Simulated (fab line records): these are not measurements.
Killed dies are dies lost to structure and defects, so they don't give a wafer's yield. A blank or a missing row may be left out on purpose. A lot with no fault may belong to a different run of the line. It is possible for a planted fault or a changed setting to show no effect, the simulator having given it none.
The tool behind it: which one? :: flow gf180mcu :: 31 wafers from 11 lots sampled at 7 of the route's 602 steps

WHAT THE GAUGES READ, wafer by wafer
GF_M3_OVL_MEAS_15.
lot: L701
measured: day 21 05:26
on: overlay-01
M3_OVL (nm): -4 -3 -13

lot: L702
measured: day 21 17:29
on: overlay-01
M3_OVL (nm): 5 -3 -4

lot: L704
measured: day 23 10:21
on: overlay-02
M3_OVL (nm): 2 8 3

lot: L707
measured: day 23 14:19
on: overlay-02
M3_OVL (nm): 8 6 5

lot: L712
measured: day 25 10:04
on: overlay-01
M3_OVL (nm): 4 4 9

lot: L713
measured: day 25 12:47
on: overlay-02
M3_OVL (nm): 7 -1 12

lot: L715
measured: day 26 09:23
on: overlay-01
M3_OVL (nm): 2 -3 9

lot: L716
measured: day 26 12:40
on: overlay-02
M3_OVL (nm): -7 -1 -4

lot: L721
measured: day 28 05:44
on: overlay-02
M3_OVL (nm): 3 -9

lot: L722
measured: day 28 09:01
on: overlay-01
M3_OVL (nm): 5 1

lot: L723
measured: day 28 09:23
on: overlay-02
M3_OVL (nm): 3 5 6

GF_V3_RS_MEAS_24: measures by four-point-probe.
lot: L701
measured: day 22 07:07
on: film metro-01
V3_W_RS (ohm/sq): 0.3305 0.3278 0.3264

lot: L702
measured: day 22 19:08
on: film metro-01
V3_W_RS (ohm/sq): 0.3265 0.3260 0.3279

lot: L704
measured: day 24 07:32
on: film metro-01
V3_W_RS (ohm/sq): 0.3289 0.3270 0.3238

lot: L707
measured: day 24 13:07
on: film metro-04
V3_W_RS (ohm/sq): 0.3314 0.3329 0.3317

lot: L712
measured: day 26 09:08
on: film metro-04
V3_W_RS (ohm/sq): 0.3288 0.3344 0.3323

lot: L713
measured: day 26 12:20
on: film metro-01
V3_W_RS (ohm/sq): 0.3242 0.3296 0.3282

lot: L715
measured: day 27 08:24
on: film metro-04
V3_W_RS (ohm/sq): 0.3275 0.3269 0.3276

lot: L716
measured: day 27 11:35
on: film metro-01
V3_W_RS (ohm/sq): 0.3311 0.3355 0.2484

lot: L721
measured: day 29 04:11
on: film metro-01
V3_W_RS (ohm/sq): 0.3256 0.2435

lot: L722
measured: day 29 06:30
on: film metro-01
V3_W_RS (ohm/sq): 0.3224 0.2426

lot: L723
measured: day 29 06:50
on: film metro-02
V3_W_RS (ohm/sq): 0.3312 0.3298 0.3280

GF_V3_THK_MEAS_25: measures by xrf.
lot: L701
measured: day 22 07:12
on: film metro-01
V3_W_THK (nm): 340 345 346

lot: L702
measured: day 22 19:14
on: film metro-01
V3_W_THK (nm): 344 346 344

lot: L704
measured: day 24 07:39
on: film metro-01
V3_W_THK (nm): 345 345 349

lot: L707
measured: day 24 13:14
on: film metro-04
V3_W_THK (nm): 345 344 349

lot: L712
measured: day 26 09:16
on: film metro-04
V3_W_THK (nm): 351 344 347

lot: L713
measured: day 26 12:27
on: film metro-01
V3_W_THK (nm): 348 343 344

lot: L715
measured: day 27 08:31
on: film metro-04
V3_W_THK (nm): 347 350 349

lot: L716
measured: day 27 11:42
on: film metro-01
V3_W_THK (nm): 340 333 448

lot: L721
measured: day 29 04:17
on: film metro-01
V3_W_THK (nm): 349 462

lot: L722
measured: day 29 06:37
on: film metro-01
V3_W_THK (nm): 351 465

lot: L723
measured: day 29 06:57
on: film metro-02
V3_W_THK (nm): 342 344 347

GF_V4_THK_MEAS_01.
lot: L701
measured: day 23 13:55
on: film metro-04
V4_CVD_00_THK (nm): 597 593 591

lot: L702
measured: day 23 17:11
on: film metro-01
V4_CVD_00_THK (nm): 603 599 600

lot: L704
measured: day 25 07:05
on: film metro-03
V4_CVD_00_THK (nm): 602 595 606

lot: L707
measured: day 25 12:42
on: film metro-04
V4_CVD_00_THK (nm): 596 606 591

lot: L712
measured: day 27 07:14
on: film metro-01
V4_CVD_00_THK (nm): 594 596 594

lot: L713
measured: day 27 10:26
on: film metro-03
V4_CVD_00_THK (nm): 601 594 601

lot: L715
measured: day 28 06:08
on: film metro-03
V4_CVD_00_THK (nm): 592 596 592

lot: L716
measured: day 28 09:25
on: film metro-01
V4_CVD_00_THK (nm): 603 598 598

lot: L721
measured: day 29 23:47
on: film metro-03
V4_CVD_00_THK (nm): 601 608

lot: L722
measured: day 30 02:39
on: film metro-04
V4_CVD_00_THK (nm): 597 600

lot: L723
measured: day 30 03:15
on: film metro-01
V4_CVD_00_THK (nm): 596 604 596

WHAT TOOL EACH LOT RAN ON (gives the tool, then ch and the chambers of the sampled wafers, and finally the start)
lot: L701
GF_V2_CMP_26: cmp-01 ch 0,1, day 20 05:18
GF_V3_CVD_23: cvd w-01 ch 0,1, day 22 06:58
GF_V3_CMP_26: cmp-01 ch 0,1,3, day 22 07:20

lot: L702
GF_V2_CMP_26: cmp-02 ch 1,2,3, day 20 16:58
GF_V3_CVD_23: cvd w-01 ch 0,1, day 22 19:01
GF_V3_CMP_26: cmp-02 ch 0,3, day 22 19:26

lot: L704
GF_V2_CMP_26: cmp-01 ch 0,1, day 21 23:25
GF_V3_CVD_23: cvd w-01 ch 1, day 24 07:25
GF_V3_CMP_26: cmp-02 ch 1,3, day 24 07:43

lot: L707
GF_V2_CMP_26: cmp-01 ch 0,2,3, day 22 11:34
GF_V3_CVD_23: cvd w-01 ch 0,1, day 24 13:01
GF_V3_CMP_26: cmp-02 ch 0,2,3, day 24 13:18

lot: L712
GF_V2_CMP_26: cmp-01 ch 2,3, day 24 11:45
GF_V3_CVD_23: cvd w-01 ch 0,1, day 26 09:02
GF_V3_CMP_26: cmp-01 ch 0,3, day 26 09:19

lot: L713
GF_V2_CMP_26: cmp-02 ch 0,1,2, day 24 14:17
GF_V3_CVD_23: cvd w-01 ch 0,1, day 26 12:13
GF_V3_CMP_26: cmp-01 ch 0,1,2, day 26 12:31

lot: L715
GF_V2_CMP_26: cmp-01 ch 1,2, day 25 11:42
GF_V3_CVD_23: cvd w-02 ch 1, day 27 08:17
GF_V3_CMP_26: cmp-01 ch 1,2,3, day 27 08:41

lot: L716
GF_V2_CMP_26: cmp-02 ch 0,2,3, day 25 14:50
GF_V3_CVD_23: cvd w-01 ch 0,1, day 27 11:28
GF_V3_CMP_26: cmp-01 ch 0,1,3, day 27 11:49

lot: L721
GF_V2_CMP_26: cmp-01 ch 0,2, day 27 09:22
GF_V3_CVD_23: cvd w-01 ch 0, day 29 04:03
GF_V3_CMP_26: cmp-01 ch 1,3, day 29 04:25

lot: L722
GF_V2_CMP_26: cmp-01 ch 2, day 27 12:25
GF_V3_CVD_23: cvd w-01 ch 0, day 29 06:22
GF_V3_CMP_26: cmp-01 ch 1,2, day 29 06:40

lot: L723
GF_V2_CMP_26: cmp-02 ch 1,2,3, day 27 13:26
GF_V3_CVD_23: cvd w-02 ch 0,1, day 29 06:43
GF_V3_CMP_26: cmp-02 ch 0,1, day 29 07:01
- GF_V2_CMP_26: polishes, stops on SiO2, t overpolish 15 s, target thk 0 nm.
- GF_V3_CVD_23: deposits W, target thk 350 nm, time 104.9 s.
- GF_V3_CMP_26: polishes, stops on SiO2, t overpolish 15 s, target thk 0 nm.

WHAT THE TOOLS THEMSELVES READ (means of the sampled wafers that have a number; where no wafer has one, the mark that the record gives instead)
GF_V2_CMP_26.
lot: L701
tool: cmp-01
motor current A (A): 11.0
overpolish run s (s): 15.005
slurry filter dp kPa (kPa): 13.53
slurry flow ml min: 150.0
time to endpoint s (s): 83

lot: L702
tool: cmp-02
motor current A (A): 10.9
overpolish run s (s): 15.000
slurry filter dp kPa (kPa): 13.59
slurry flow ml min: 149.9
time to endpoint s (s): 85

lot: L704
tool: cmp-01
motor current A (A): 10.8
overpolish run s (s): 14.992
slurry filter dp kPa (kPa): 13.54
slurry flow ml min: 149.6
time to endpoint s (s): 83

lot: L707
tool: cmp-01
motor current A (A): 11.3
overpolish run s (s): 15.005
slurry filter dp kPa (kPa): 13.48
slurry flow ml min: 149.8
time to endpoint s (s): 85

lot: L712
tool: cmp-01
motor current A (A): 10.8
overpolish run s (s): 15.008
slurry filter dp kPa (kPa): 13.51
slurry flow ml min: 150.0
time to endpoint s (s): 88

lot: L713
tool: cmp-02
motor current A (A): 11.4
overpolish run s (s): 15.002
slurry filter dp kPa (kPa): 13.49
slurry flow ml min: 149.7
time to endpoint s (s): 86

lot: L715
tool: cmp-01
motor current A (A): 11.4
overpolish run s (s): 15.002
slurry filter dp kPa (kPa): 13.53
slurry flow ml min: 149.8
time to endpoint s (s): 91

lot: L716
tool: cmp-02
motor current A (A): 11.3
overpolish run s (s): 14.998
slurry filter dp kPa (kPa): 13.45
slurry flow ml min: 150.0
time to endpoint s (s): 85

lot: L721
tool: cmp-01
motor current A (A): 11.4
overpolish run s (s): 14.995
slurry filter dp kPa (kPa): 13.46
slurry flow ml min: 149.9
time to endpoint s (s): 88

lot: L722
tool: cmp-01
motor current A (A): 11.9
overpolish run s (s): 15.002
slurry filter dp kPa (kPa): 13.43
slurry flow ml min: 150.5
time to endpoint s (s): 85

lot: L723
tool: cmp-02
motor current A (A): 11.2
overpolish run s (s): 15.001
slurry filter dp kPa (kPa): 13.48
slurry flow ml min: 150.0
time to endpoint s (s): 80

GF_V3_CVD_23.
lot: L701
tool: cvd w-01
heater power w (W): 841

lot: L702
tool: cvd w-01
heater power w (W): 858

lot: L704
tool: cvd w-01
heater power w (W): 850

lot: L707
tool: cvd w-01
heater power w (W): 843

lot: L712
tool: cvd w-01
heater power w (W): 843

lot: L713
tool: cvd w-01
heater power w (W): 851

lot: L715
tool: cvd w-02
heater power w (W): 908

lot: L716
tool: cvd w-01
heater power w (W): 855

lot: L721
tool: cvd w-01
heater power w (W): 836

lot: L722
tool: cvd w-01
heater power w (W): 834

lot: L723
tool: cvd w-02
heater power w (W): 910

GF_V3_CMP_26.
lot: L701
tool: cmp-01
motor current A (A): 11.1
slurry filter dp kPa (kPa): 13.47
slurry flow ml min: 150.0
time to endpoint s (s): 82.3

lot: L702
tool: cmp-02
motor current A (A): 11.4
slurry filter dp kPa (kPa): 13.47
slurry flow ml min: 150.0
time to endpoint s (s): 85.0

lot: L704
tool: cmp-02
motor current A (A): 10.9
slurry filter dp kPa (kPa): 13.52
slurry flow ml min: 149.6
time to endpoint s (s): 87.9

lot: L707
tool: cmp-02
motor current A (A): 11.4
slurry filter dp kPa (kPa): 13.58
slurry flow ml min: 150.0
time to endpoint s (s): 87.5

lot: L712
tool: cmp-01
motor current A (A): 10.7
slurry filter dp kPa (kPa): 13.52
slurry flow ml min: 150.3
time to endpoint s (s): 86.5

lot: L713
tool: cmp-01
motor current A (A): 10.9
slurry filter dp kPa (kPa): 13.55
slurry flow ml min: 150.4
time to endpoint s (s): 88.8

lot: L715
tool: cmp-01
motor current A (A): 11.4
slurry filter dp kPa (kPa): 13.39
slurry flow ml min: 149.7
time to endpoint s (s): 89.4

lot: L716
tool: cmp-01
motor current A (A): 11.2
slurry filter dp kPa (kPa): 13.46
slurry flow ml min: 149.9
time to endpoint s (s): 98.4

lot: L721
tool: cmp-01
motor current A (A): 11.1
slurry filter dp kPa (kPa): 13.57
slurry flow ml min: 150.6
time to endpoint s (s): 102.9

lot: L722
tool: cmp-01
motor current A (A): 11.8
slurry filter dp kPa (kPa): 13.34
slurry flow ml min: 149.8
time to endpoint s (s): 99.2

lot: L723
tool: cmp-02
motor current A (A): 12.4
slurry filter dp kPa (kPa): 13.56
slurry flow ml min: 150.3
time to endpoint s (s): 85.5

THE ANSWER, worked out from the rows above alone
Rule: the lots themselves supply what counts as usual. Put in order of their means at a reading, lots are off if they are a third of the lots or fewer, leave a main group of 4 or more, and stand apart from it by a gap of 3 or more times the standard deviation of the main group's means; of several such gaps the widest counts. Not used: any main group whose means are identical at the precision the tables above print for the reading. Also off: a lot with no number at a reading for which 4 or more lots have one. Any other lot the step has rows for is counted as sound. Order of review: gauges by route order, followed by the tools' own readings, for which a lot's mean as printed above is used. At the first step where some lot is off, the reading lying furthest off is the one used; lots without a number count as furthest.
Off: at GF_V3_RS_MEAS_24 (V3_W_RS), L716, L721, L722. Main group: mean 0.3287 ohm/sq, sd 0.0021.
If a tool, at a process step before that reading, ran all the lots that are off and no sound lot after the first of them, it fits. Not tried: the gauges at GF_V3_RS_MEAS_24; whatever is off there is also off at GF_V3_CMP_26, on other tools, and gauge error can't account for it. One fits: cvd w-01 at GF_V3_CVD_23. Its last sound lot is L713 (day 26 12:13), its first lot that is off L716 (day 27 11:28): a fault that began between those two fits.

WHAT THE SIMULATOR HAD PUT IN
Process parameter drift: cvd w-01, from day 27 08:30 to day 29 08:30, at GF_V3_CVD_23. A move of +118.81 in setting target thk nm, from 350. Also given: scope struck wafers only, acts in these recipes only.
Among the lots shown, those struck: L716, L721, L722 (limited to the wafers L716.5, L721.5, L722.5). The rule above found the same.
